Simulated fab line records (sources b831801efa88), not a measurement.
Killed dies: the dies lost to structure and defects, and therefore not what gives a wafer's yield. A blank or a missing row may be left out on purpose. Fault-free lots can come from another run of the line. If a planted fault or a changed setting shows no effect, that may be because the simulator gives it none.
fab line records ; flow sky130
record lots=12; wafers=36; last-day=50
route steps=708 shown POLY_GATE@228 LDD_HVP@286 LDD_LDN@301 PAD_OPEN@708
lots with no fault: from the same line, run without faults
start-h: hours from the record's opening day to when the first of the lot's shown wafers began ; wait-h: hours since the lot's step before ; " identical to the entry in the row above ; L1.1+2: one row covering several wafers at once ; - no value, or no start given ; * or withheld: withheld ; < > ~ a bound
route shown NAME@n: a module of which the file shows steps, and the number in the route of the first ; usual: the fault-free wafers' mean and standard deviation ; same: alike in all rows ; chamber/n: place in a boat ; sites: per-site readings ; _std_site: the standard deviation of these ; _edge_site: inner sites' mean taken away from outer sites' mean ; radius-mm: for every site, how far away it sits from the centre of the wafer ; mask NAME#n: copy n ; behind: the most recent tool/chamber to have shaped the wafer ; hold: why the lot went on hold/how many hours it stayed there/how the hold came to an end ; device: which transistor (n, p or np) failed to switch ; end of line: at the end of the route, the tests of the same wafers ; for a step that has no rows: nothing shown but its recipe ; killed: not the wafer's yield, but the dies lost to structure and defects at the first sort ; map: shows each die of a wafer: x if killed, . if not, _ if none is there
set.NAME: the setting that was run; set.NAME@STEP: the one run at that earlier step ; model.NAME: the simulator's own value behind a step, which no gauge read
the route's steps for a sample of lots (tables are steps, rows are wafers)
services: the hour from which a tool's chamber was out of use, counted from the record's first day as start-h (under 0 if before that day), plus the number of hours and why
## steps
# step SKY_POLY_GATE_OVL_MEAS_14
# usual POLY_GATE_OVL=2/5.8
lot.wafer;tool;chamber;start-h;wait-h;POLY_GATE_OVL[nm]
L250.3;overlay-02;-;371.01;0.1;9
L250.4;overlay-02;-;371.01;0.1;1
L250.5;overlay-02;-;371.01;0.1;-5
L259.1;overlay-01;-;453.39;0.1;-8
L259.4;overlay-01;-;453.39;0.1;-4
L259.6;overlay-01;-;453.39;0.1;1
L261.1;overlay-02;-;470.23;0.1;-3
L261.2;overlay-02;-;470.23;0.1;7
L261.6;overlay-02;-;470.23;0.1;9
L262.2;overlay-02;-;477.91;0.1;4
L262.4;overlay-02;-;477.91;0.1;3
L262.5;overlay-02;-;477.91;0.1;7
L265.2;overlay-02;-;500.01;0.1;3
L265.4;overlay-02;-;500.01;0.1;14
L265.5;overlay-02;-;500.01;0.1;3
L267.1;overlay-01;-;523.40;0.1;-3
L267.5;overlay-01;-;523.40;0.1;1
L267.6;overlay-01;-;523.40;0.1;2
L268.1;overlay-01;-;531.54;0.1;0
L268.3;overlay-01;-;531.54;0.1;8
L268.5;overlay-01;-;531.54;0.1;0
L269.1;overlay-02;-;537.69;0.1;6
L269.4;overlay-02;-;537.69;0.1;3
L269.6;overlay-02;-;537.69;0.1;1
L270.2;overlay-02;-;548.41;0.1;0
L270.3;overlay-02;-;548.41;0.1;10
L270.5;overlay-02;-;548.41;0.1;20
L271.2;overlay-01;-;550.61;0.1;-6
L271.5;overlay-01;-;550.61;0.1;5
L271.6;overlay-01;-;550.61;0.1;-5
L272.1;overlay-02;-;560.89;0.1;-1
L272.2;overlay-02;-;560.89;0.1;0
L272.5;overlay-02;-;560.89;0.1;1
L273.2;overlay-01;-;569.35;0.1;-5
L273.3;overlay-01;-;569.35;0.1;-8
L273.6;overlay-01;-;569.35;0.1;-4
# step SKY_LDD_HVP_IMPLANT_08
# recipe species=B; energy-kev=20; dose-cm2=1.7e+13; tilt-deg=17.9
# usual dose-ions-cm2=1.7e+13/1.9e+10; end-station-pressure-torr=5.08e-06/2.7e-07; faraday-current-uA=95.8/2
lot.wafer;tool;chamber;start-h;wait-h;dose-ions-cm2;end-station-pressure-torr;faraday-current-uA
L250.3;implanter-02;0;495.37;0.1;1.6998e+13;5.01e-06;92.3
L250.4;implanter-02;0;495.37;0.1;1.6988e+13;5.15e-06;96.1
L250.5;implanter-02;0;495.37;0.1;1.6983e+13;4.79e-06;92.3
L259.1;implanter-02;0;576.47;0.0;5.9608e+13;4.86e-06;346.0
L259.4;implanter-02;0;576.47;0.0;5.9612e+13;5.47e-06;325.8
L259.6;implanter-02;0;576.47;0.0;5.9574e+13;4.89e-06;333.2
L261.1;implanter-02;0;594.36;0.0;5.9576e+13;5.69e-06;324.1
L261.2;implanter-02;0;594.36;0.0;5.9583e+13;5.25e-06;342.6
L261.6;implanter-02;0;594.36;0.0;5.9567e+13;5.32e-06;331.6
L262.2;implanter-03;0;599.88;0.0;1.7002e+13;5.06e-06;94.5
L262.4;implanter-03;0;599.88;0.0;1.7017e+13;5.08e-06;98.3
L262.5;implanter-03;0;599.88;0.0;1.7008e+13;5.39e-06;94.4
L265.2;implanter-01;0;620.58;0.0;1.7009e+13;4.66e-06;89.9
L265.4;implanter-01;0;620.58;0.0;1.7007e+13;4.78e-06;96.1
L265.5;implanter-01;0;620.58;0.0;1.7025e+13;5.51e-06;94.8
L267.1;implanter-01;0;643.45;0.0;1.7005e+13;4.86e-06;99.5
L267.5;implanter-01;0;643.45;0.0;1.7e+13;5.32e-06;94.4
L267.6;implanter-01;0;643.45;0.0;1.6989e+13;5.33e-06;95.6
L268.1;implanter-02;0;651.47;0.0;1.698e+13;5.15e-06;95.0
L268.3;implanter-02;0;651.47;0.0;1.7004e+13;4.92e-06;96.2
L268.5;implanter-02;0;651.47;0.0;1.7001e+13;5.23e-06;92.2
L269.1;implanter-02;0;657.21;0.0;1.6939e+13;5.14e-06;98.0
L269.4;implanter-02;0;657.21;0.0;1.6956e+13;4.94e-06;96.1
L269.6;implanter-02;0;657.21;0.0;1.699e+13;4.94e-06;94.1
L270.2;implanter-01;0;667.83;0.0;1.6978e+13;5.06e-06;95.4
L270.3;implanter-01;0;667.83;0.0;1.6998e+13;4.93e-06;92.4
L270.5;implanter-01;0;667.83;0.0;1.6976e+13;4.59e-06;98.7
L271.2;implanter-02;0;669.53;0.0;1.6996e+13;4.98e-06;96.1
L271.5;implanter-02;0;669.53;0.0;1.7034e+13;4.85e-06;95.1
L271.6;implanter-02;0;669.53;0.0;1.7023e+13;4.8e-06;96.6
L272.1;implanter-02;0;682.01;0.0;1.6967e+13;5.08e-06;95.7
L272.2;implanter-02;0;682.01;0.0;1.6973e+13;4.92e-06;95.0
L272.5;implanter-02;0;682.01;0.0;1.6989e+13;5.12e-06;95.6
L273.2;implanter-03;0;687.58;0.0;1.7006e+13;4.65e-06;98.1
L273.3;implanter-03;0;687.58;0.0;1.6968e+13;5.21e-06;94.9
L273.6;implanter-03;0;687.58;0.0;1.6969e+13;4.82e-06;92.9
# step SKY_LDD_HVP_STRIP_09
# recipe chemistry=O2/N2; power-w=1400; pressure-mtorr=1500; platen-temp-c=withheld; o2-flow-sccm=3000; n2-flow-sccm=300; overash-fraction=0.5
# usual drypump-motor-current-A=5.6/0.37; oes-product-au=0.408/0.0047; strip-time-to-endpoint-s=4.133/0.015
lot.wafer;tool;chamber;start-h;wait-h;drypump-motor-current-A;oes-product-au;rf-hours-counter-h;strip-time-to-endpoint-s
L250.3;plasma-asher-02;0;495.50;0.1;5.3;0.401;-;4.132
L250.4;plasma-asher-02;1;495.50;0.1;5.4;0.403;-;4.151
L250.5;plasma-asher-02;1;495.50;0.1;5.4;0.417;-;4.144
L259.1;plasma-asher-01;1;576.62;0.1;6.2;0.404;79;4.149
L259.4;plasma-asher-01;1;576.62;0.1;6.2;0.407;-;4.136
L259.6;plasma-asher-01;0;576.62;0.1;5.4;0.406;-;4.124
L261.1;plasma-asher-01;1;594.51;0.1;6.2;0.407;81;4.137
L261.2;plasma-asher-01;0;594.51;0.1;5.4;0.405;81;4.138
L261.6;plasma-asher-01;0;594.51;0.1;5.4;0.407;-;4.146
L262.2;plasma-asher-01;1;600.01;0.1;6.2;0.408;81;4.130
L262.4;plasma-asher-01;0;600.01;0.1;5.4;0.414;-;4.129
L262.5;plasma-asher-01;1;600.01;0.1;6.3;0.410;-;4.119
L265.2;plasma-asher-02;1;620.71;0.1;5.4;0.410;18;4.129
L265.4;plasma-asher-02;0;620.71;0.1;5.3;0.393;-;4.110
L265.5;plasma-asher-02;1;620.71;0.1;5.4;0.412;-;4.108
L267.1;plasma-asher-01;0;643.60;0.1;5.4;0.408;86;4.125
L267.5;plasma-asher-01;1;643.60;0.1;6.2;0.412;-;4.119
L267.6;plasma-asher-01;0;643.60;0.1;5.4;0.413;-;4.139
L268.1;plasma-asher-02;1;651.62;0.1;5.4;0.408;21;4.153
L268.3;plasma-asher-02;1;651.62;0.1;5.4;0.405;-;4.152
L268.5;plasma-asher-02;0;651.62;0.1;5.3;0.401;-;4.147
L269.1;plasma-asher-01;0;657.36;0.1;5.4;0.399;87;4.143
L269.4;plasma-asher-01;0;657.36;0.1;5.5;0.404;-;4.143
L269.6;plasma-asher-01;0;657.36;0.1;5.4;0.405;-;4.116
L270.2;plasma-asher-02;1;667.95;0.1;5.4;0.409;22;4.140
L270.3;plasma-asher-02;0;667.95;0.1;5.3;0.414;-;4.119
L270.5;plasma-asher-02;1;667.95;0.1;5.4;0.408;-;4.129
L271.2;plasma-asher-02;1;669.65;0.1;5.4;0.415;22;4.139
L271.5;plasma-asher-02;0;669.65;0.1;5.3;0.409;-;4.123
L271.6;plasma-asher-02;1;669.65;0.1;5.4;0.398;-;4.111
L272.1;plasma-asher-01;1;682.16;0.1;6.3;0.409;88;4.127
L272.2;plasma-asher-01;0;682.16;0.1;5.4;0.408;88;4.138
L272.5;plasma-asher-01;0;682.16;0.1;5.4;0.410;-;4.151
L273.2;plasma-asher-03;0;687.70;0.1;5.9;0.408;52;4.129
L273.3;plasma-asher-03;1;687.70;0.1;5.3;0.410;-;4.135
L273.6;plasma-asher-03;1;687.70;0.1;5.3;0.405;-;4.131
# step SKY_LDD_HVP_TW_MEAS_10
# usual LDD_HVP_TW=457/3.4
lot.wafer;tool;chamber;start-h;wait-h;LDD_HVP_TW
L250.3;film-metro-01;-;495.59;0.1;460
L250.4;film-metro-01;-;495.59;0.1;462
L250.5;film-metro-01;-;495.59;0.1;461
L259.1;film-metro-02;-;576.72;0.1;674
L259.4;film-metro-02;-;576.72;0.1;673
L259.6;film-metro-02;-;576.72;0.1;669
L261.1;film-metro-02;-;594.61;0.1;674
L261.2;film-metro-02;-;594.61;0.1;673
L261.6;film-metro-02;-;594.61;0.1;673
L262.2;film-metro-02;-;600.12;0.1;456
L262.4;film-metro-02;-;600.12;0.1;455
L262.5;film-metro-02;-;600.12;0.1;455
L265.2;film-metro-01;-;620.82;0.1;460
L265.4;film-metro-01;-;620.82;0.1;461
L265.5;film-metro-01;-;620.82;0.1;460
L267.1;film-metro-04;-;643.70;0.1;455
L267.5;film-metro-04;-;643.70;0.1;458
L267.6;film-metro-04;-;643.70;0.1;455
L268.1;film-metro-01;-;651.72;0.1;464
L268.3;film-metro-01;-;651.72;0.1;464
L268.5;film-metro-01;-;651.72;0.1;463
L269.1;film-metro-02;-;657.46;0.1;453
L269.4;film-metro-02;-;657.46;0.1;452
L269.6;film-metro-02;-;657.46;0.1;452
L270.2;film-metro-02;-;668.06;0.1;452
L270.3;film-metro-02;-;668.06;0.1;451
L270.5;film-metro-02;-;668.06;0.1;453
L271.2;film-metro-02;-;669.76;0.1;454
L271.5;film-metro-02;-;669.76;0.1;452
L271.6;film-metro-02;-;669.76;0.1;456
L272.1;film-metro-04;-;682.26;0.1;454
L272.2;film-metro-04;-;682.26;0.1;456
L272.5;film-metro-04;-;682.26;0.1;454
L273.2;film-metro-01;-;687.81;0.1;461
L273.3;film-metro-01;-;687.81;0.1;460
L273.6;film-metro-01;-;687.81;0.1;461
# step SKY_LDD_LDN_STRIP_12
# recipe chemistry=O2/N2; power-w=1400; pressure-mtorr=1500; platen-temp-c=withheld; o2-flow-sccm=3000; n2-flow-sccm=300; overash-fraction=0.5
# usual drypump-motor-current-A=5.6/0.32; oes-product-au=0.716/0.0045; strip-time-to-endpoint-s=14.21/0.037
lot.wafer;tool;chamber;start-h;wait-h;drypump-motor-current-A;oes-product-au;rf-hours-counter-h;strip-time-to-endpoint-s
L250.3;plasma-asher-02;0;526.82;0.1;5.3;0.711;-;14.14
L250.4;plasma-asher-02;1;526.82;0.1;5.4;0.713;-;14.12
L250.5;plasma-asher-02;0;526.82;0.1;5.3;0.711;-;14.21
L259.1;plasma-asher-04;1;606.19;0.1;6.1;0.713;93;14.22
L259.4;plasma-asher-04;1;606.19;0.1;6.1;0.711;-;14.21
L259.6;plasma-asher-04;1;606.19;0.1;6.1;0.717;-;14.26
L261.1;plasma-asher-03;1;624.07;0.1;5.3;0.715;45;14.24
L261.2;plasma-asher-03;0;624.07;0.1;5.9;0.716;45;14.24
L261.6;plasma-asher-03;0;624.07;0.1;5.9;0.715;-;14.24
L262.2;plasma-asher-04;1;629.52;0.1;6.1;0.719;95;14.22
L262.4;plasma-asher-04;1;629.52;0.1;6.1;0.717;-;14.20
L262.5;plasma-asher-04;1;629.52;0.1;6.1;0.715;-;14.19
L265.2;plasma-asher-03;0;650.09;0.1;5.9;0.715;48;14.21
L265.4;plasma-asher-03;1;650.09;0.1;5.3;0.706;-;14.18
L265.5;plasma-asher-03;0;650.09;0.1;5.8;0.713;-;14.22
L267.1;plasma-asher-02;1;672.34;0.1;5.4;0.719;23;14.19
L267.5;plasma-asher-02;0;672.34;0.1;5.3;0.714;-;14.20
L267.6;plasma-asher-02;1;672.34;0.1;5.4;0.709;-;14.19
L268.1;plasma-asher-02;1;680.10;0.1;5.4;0.713;24;14.19
L268.3;plasma-asher-02;0;680.10;0.1;5.3;0.702;-;14.16
L268.5;plasma-asher-02;1;680.10;0.1;5.4;0.724;-;14.23
L269.1;plasma-asher-03;1;686.14;0.1;5.2;0.713;52;14.20
L269.4;plasma-asher-03;1;686.14;0.1;5.3;0.718;-;14.25
L269.6;plasma-asher-03;0;686.14;0.1;5.9;0.715;-;14.24
L270.2;plasma-asher-03;0;696.65;0.1;5.8;0.714;53;14.21
L270.3;plasma-asher-03;0;696.65;0.1;5.9;0.715;-;14.21
L270.5;plasma-asher-03;1;696.65;0.1;5.2;0.717;-;14.27
L271.2;plasma-asher-04;0;698.57;0.1;5.6;0.722;103;14.28
L271.5;plasma-asher-04;1;698.57;0.1;6.1;0.723;-;14.30
L271.6;plasma-asher-04;0;698.57;0.1;5.7;0.716;-;14.29
L272.1;plasma-asher-04;0;710.95;0.1;5.7;0.718;105;14.21
L272.2;plasma-asher-04;1;710.95;0.1;6.1;0.717;105;14.18
L272.5;plasma-asher-04;1;710.95;0.1;6.1;0.712;-;14.19
L273.2;plasma-asher-02;0;715.79;0.1;5.3;0.716;26;14.21
L273.3;plasma-asher-02;0;715.79;0.1;5.3;0.716;-;14.22
L273.6;plasma-asher-02;1;715.79;0.1;5.4;0.714;-;14.22
# step SKY_PAD_OPEN_PROBE_99
# usual killed_at_M0_to_M3=43/6.3; killed_at_M4_up=3.1/1.9; killed-at-contacts=24/5.1; killed-at-front-end=14/4.3; killed-at-other=0.3/0.53; killed-dies=85/8.8; killed-open=46/7.1; killed-short=38/5.9
# same gross-dies=492; killed-at-back-side=0
lot.wafer;tool;chamber;start-h;wait-h;killed_at_M0_to_M3;killed_at_M4_up;killed-at-contacts;killed-at-front-end;killed-at-other;killed-dies;killed-open;killed-short
L270.2;prober-01;-;1186.45;0.1;28;10;23;14;0;75;35;39
L270.3;prober-01;-;1186.50;0.2;51;2;25;17;0;95;54;40
L270.5;prober-01;-;1186.60;0.2;55;3;24;14;1;97;52;44
# killed by level:class
L270.2 CONTACT:geometric-particle:open=12 METAL4:geometric-particle:short=8 VIA1:geometric-particle:short=6 POLY_GATE:geometric-particle:open=4 CONTACT:geometric-particle:short=4 VIA1:geometric-particle:open=4 VIA2:geometric-particle:open=4 VIA3:geometric-particle:short=4
L270.3 METAL1:geometric-particle:short=11 LI_CONTACT:geometric-particle:open=11 CONTACT:geometric-particle:open=10 VIA1:geometric-particle:open=9 VIA2:geometric-particle:open=6 FIELD_ISO:geometric-particle:short=5 VIA3:geometric-particle:open=5 VIA3:geometric-particle:short=5
L270.5 VIA1:geometric-particle:open=10 VIA3:geometric-particle:open=9 VIA1:geometric-particle:short=9 LI_CONTACT:geometric-particle:open=7 VIA2:geometric-particle:open=7 FIELD_ISO:geometric-particle:open=6 CONTACT:geometric-particle:short=5 METAL1:geometric-particle:short=5
## services
tool;chamber;start-h;hours;kind
plasma-asher-02;-;473.37;13.3;repair
implanter-01;-;496.88;1.6;repair
plasma-asher-03;-;507.42;0.3;repair
plasma-asher-03;-;513.41;12.9;pm
implanter-01;-;551.96;1.8;repair
plasma-asher-03;-;557.55;2.8;pm
implanter-02;-;567.75;4.8;repair
plasma-asher-03;-;572.22;1.7;repair
implanter-01;-;597.82;4.4;pm
plasma-asher-02;-;636.59;2.8;pm
implanter-01;-;644.65;4.8;pm
implanter-03;-;656.57;6.7;pm
plasma-asher-01;-;658.28;14.6;pm
plasma-asher-02;-;660.41;3.5;repair
plasma-asher-02;-;680.58;15.6;pm
implanter-01;-;686.66;1.9;repair
implanter-01;-;700.44;8.8;pm
## key
first-sign step=SKY_LDD_HVP_IMPLANT_08; reading=dose-ions-cm2; direction=up; sigmas=99+; usual=*; struck=*
effect step=SKY_LDD_HVP_IMPLANT_08; reading=faraday-current-uA; direction=up; sigmas=99+; usual=95.8; struck=333.9
effect step=SKY_LDD_HVP_TW_MEAS_10; reading=LDD_HVP_TW; direction=up; sigmas=64; usual=457; struck=672
met-at SKY_LDD_HVP_IMPLANT_08
struck-lots L259,L261
tester-left-out L259,L261
not-acting-at SKY_POLY_GATE_OVL_MEAS_14,SKY_LDD_HVP_STRIP_09,SKY_LDD_LDN_STRIP_12
onset-between 495.37 576.47
fault kind=process-parameter-drift; tool=implanter-02; chamber=-; onset-h=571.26; steps=SKY_LDD_HVP_IMPLANT_08; channel=dose-cm2; offset=*; shape=step; end-h=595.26; acts-in=*; stated=*
# tester-left-out: of these lots the tester's yield and bins aren't shown, on N5 and GAA mostly nor the transistor test; their killed dies are dies lost to structure and defects alone, not to doping, threshold or leakage, so they don't give the yield
